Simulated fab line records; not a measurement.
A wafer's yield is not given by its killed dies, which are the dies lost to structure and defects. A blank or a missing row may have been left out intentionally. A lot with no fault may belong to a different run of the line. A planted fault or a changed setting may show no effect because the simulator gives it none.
Which of the tools did it? || flow sfq-line || 42 wafers from 14 lots sampled at 2 of the route's 325 steps

== WHAT THE GAUGES READ, wafer by wafer ==
SFQ_M1_RS_MEAS_909: a four-point-probe measurement. Usual: M1_NB_RS typically reads 0.890 ohm/sq, with standard deviation 0.012.
{"lot": "L836", "measured": "day 19 22:57", "on": "film-metro-03", "M1_NB_RS (ohm/sq)": "0.880 0.895 0.884", "flag": ""}
{"lot": "L837", "measured": "day 20 09:10", "on": "film-metro-03", "M1_NB_RS (ohm/sq)": "0.886 0.883 0.905", "flag": ""}
{"lot": "L838", "measured": "day 20 21:16", "on": "film-metro-02", "M1_NB_RS (ohm/sq)": "0.900 0.909 0.911", "flag": ""}
{"lot": "L839", "measured": "day 20 23:43", "on": "film-metro-03", "M1_NB_RS (ohm/sq)": "0.874 0.880 0.904", "flag": ""}
{"lot": "L843", "measured": "day 21 11:54", "on": "film-metro-03", "M1_NB_RS (ohm/sq)": "0.890 0.885 0.889", "flag": ""}
{"lot": "L844", "measured": "day 21 15:32", "on": "film-metro-01", "M1_NB_RS (ohm/sq)": "0.907 0.880 0.885", "flag": ""}
{"lot": "L845", "measured": "day 21 16:29", "on": "film-metro-03", "M1_NB_RS (ohm/sq)": "0.893 0.897 0.911", "flag": ""}
{"lot": "L846", "measured": "day 21 22:38", "on": "film-metro-03", "M1_NB_RS (ohm/sq)": "0.883 0.884 0.886", "flag": ""}
{"lot": "L849", "measured": "day 24 02:11", "on": "film-metro-02", "M1_NB_RS (ohm/sq)": "0.874 0.863 0.877", "flag": ""}
{"lot": "L850", "measured": "day 24 09:23", "on": "film-metro-03", "M1_NB_RS (ohm/sq)": "0.876 0.883 0.882", "flag": ""}
{"lot": "L856", "measured": "day 26 18:41", "on": "film-metro-03", "M1_NB_RS (ohm/sq)": "0.894 0.879 0.901", "flag": ""}
{"lot": "L857", "measured": "day 27 01:44", "on": "film-metro-01", "M1_NB_RS (ohm/sq)": "0.763 0.768 0.763", "flag": "OFF"}
{"lot": "L858", "measured": "day 28 04:11", "on": "film-metro-01", "M1_NB_RS (ohm/sq)": "0.765 0.774 0.779", "flag": "OFF"}
{"lot": "L859", "measured": "day 28 11:25", "on": "film-metro-01", "M1_NB_RS (ohm/sq)": "0.907 0.890 0.897", "flag": ""}

== EACH LOT AND THE TOOL THAT RAN IT (in order: tool; ch and the chambers of the sampled wafers; start) ==
{"lot": "L836", "SFQ_TRILAYER_M1_DEP_SPUTTER_037": "pvd-sputter-05, day 19 22:50"}
{"lot": "L837", "SFQ_TRILAYER_M1_DEP_SPUTTER_037": "pvd-sputter-06, day 20 09:02"}
{"lot": "L838", "SFQ_TRILAYER_M1_DEP_SPUTTER_037": "pvd-sputter-04, day 20 21:10"}
{"lot": "L839", "SFQ_TRILAYER_M1_DEP_SPUTTER_037": "pvd-sputter-06, day 20 23:34"}
{"lot": "L843", "SFQ_TRILAYER_M1_DEP_SPUTTER_037": "pvd-sputter-05, day 21 11:46"}
{"lot": "L844", "SFQ_TRILAYER_M1_DEP_SPUTTER_037": "pvd-sputter-06, day 21 15:27"}
{"lot": "L845", "SFQ_TRILAYER_M1_DEP_SPUTTER_037": "pvd-sputter-04, day 21 16:22"}
{"lot": "L846", "SFQ_TRILAYER_M1_DEP_SPUTTER_037": "pvd-sputter-06, day 21 22:32"}
{"lot": "L849", "SFQ_TRILAYER_M1_DEP_SPUTTER_037": "pvd-sputter-06, day 24 02:05"}
{"lot": "L850", "SFQ_TRILAYER_M1_DEP_SPUTTER_037": "pvd-sputter-04, day 24 09:17"}
{"lot": "L856", "SFQ_TRILAYER_M1_DEP_SPUTTER_037": "pvd-sputter-04, day 26 18:35"}
{"lot": "L857", "SFQ_TRILAYER_M1_DEP_SPUTTER_037": "pvd-sputter-05, day 27 01:37"}
{"lot": "L858", "SFQ_TRILAYER_M1_DEP_SPUTTER_037": "pvd-sputter-05, day 28 04:06"}
{"lot": "L859", "SFQ_TRILAYER_M1_DEP_SPUTTER_037": "pvd-sputter-04, day 28 11:18"}
- SFQ_TRILAYER_M1_DEP_SPUTTER_037: material Nb, target thk 200 nm, time 133.3 s.

== WHAT THE TOOLS THEMSELVES READ (means of the sampled wafers that have a number; where no wafer has one, the mark that the record gives instead) ==
SFQ_TRILAYER_M1_DEP_SPUTTER_037. Usual: substrate-temp-c 20.00 C, standard deviation 0.11; throttle-valve-pct 30.3 %, standard deviation 1.1.
{"lot": "L836", "tool": "pvd-sputter-05", "substrate-temp-c (C)": 19.95, "throttle-valve-pct (%)": 30.8, "flag": ""}
{"lot": "L837", "tool": "pvd-sputter-06", "substrate-temp-c (C)": 20.05, "throttle-valve-pct (%)": 30.2, "flag": ""}
{"lot": "L838", "tool": "pvd-sputter-04", "substrate-temp-c (C)": 20.06, "throttle-valve-pct (%)": 30.3, "flag": ""}
{"lot": "L839", "tool": "pvd-sputter-06", "substrate-temp-c (C)": 19.96, "throttle-valve-pct (%)": 30.1, "flag": ""}
{"lot": "L843", "tool": "pvd-sputter-05", "substrate-temp-c (C)": 19.93, "throttle-valve-pct (%)": 30.9, "flag": ""}
{"lot": "L844", "tool": "pvd-sputter-06", "substrate-temp-c (C)": 19.99, "throttle-valve-pct (%)": 30.1, "flag": ""}
{"lot": "L845", "tool": "pvd-sputter-04", "substrate-temp-c (C)": 20.09, "throttle-valve-pct (%)": 30.4, "flag": ""}
{"lot": "L846", "tool": "pvd-sputter-06", "substrate-temp-c (C)": 20.12, "throttle-valve-pct (%)": 30.0, "flag": ""}
{"lot": "L849", "tool": "pvd-sputter-06", "substrate-temp-c (C)": 20.01, "throttle-valve-pct (%)": 30.0, "flag": ""}
{"lot": "L850", "tool": "pvd-sputter-04", "substrate-temp-c (C)": 19.92, "throttle-valve-pct (%)": 30.1, "flag": ""}
{"lot": "L856", "tool": "pvd-sputter-04", "substrate-temp-c (C)": 20.01, "throttle-valve-pct (%)": 29.3, "flag": ""}
{"lot": "L857", "tool": "pvd-sputter-05", "substrate-temp-c (C)": 19.97, "throttle-valve-pct (%)": 30.8, "flag": ""}
{"lot": "L858", "tool": "pvd-sputter-05", "substrate-temp-c (C)": 20.03, "throttle-valve-pct (%)": 31.5, "flag": ""}
{"lot": "L859", "tool": "pvd-sputter-04", "substrate-temp-c (C)": 20.04, "throttle-valve-pct (%)": 30.4, "flag": ""}

== THE ANSWER, worked out from the rows above alone ==
Rule: lot off if the mean of its wafers having a number is beyond 3 standard deviations from the usual mean. A lot without any number at a reading at which 4 lots or more have one is off too. All remaining lots with rows at the step are treated as sound. Order of review: gauges by route order, followed by the tools' own readings, for which a lot's mean as printed above is used. At the first step where some lot is off, the reading lying furthest off is the one used; lots without a number count as furthest.
Off: L857, L858, at SFQ_M1_RS_MEAS_909 (M1_NB_RS).
A tool fits if, at a process step before that reading, it ran every lot that is off, and no sound lot after the first of them. Those tools and the gauges at SFQ_M1_RS_MEAS_909 are tried in the same way. One fits: pvd-sputter-05 at SFQ_TRILAYER_M1_DEP_SPUTTER_037. Its last sound lot is L843 (day 21 11:46), its first lot that is off L857 (day 27 01:37): a fault that began between those two fits.

== WHAT WAS PUT IN BY THE SIMULATOR ==
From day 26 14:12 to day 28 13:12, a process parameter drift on pvd-sputter-05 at SFQ_TRILAYER_M1_DEP_SPUTTER_037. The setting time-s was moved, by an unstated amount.
Struck lots among those shown: L857, L858. The rule above reached the same finding.
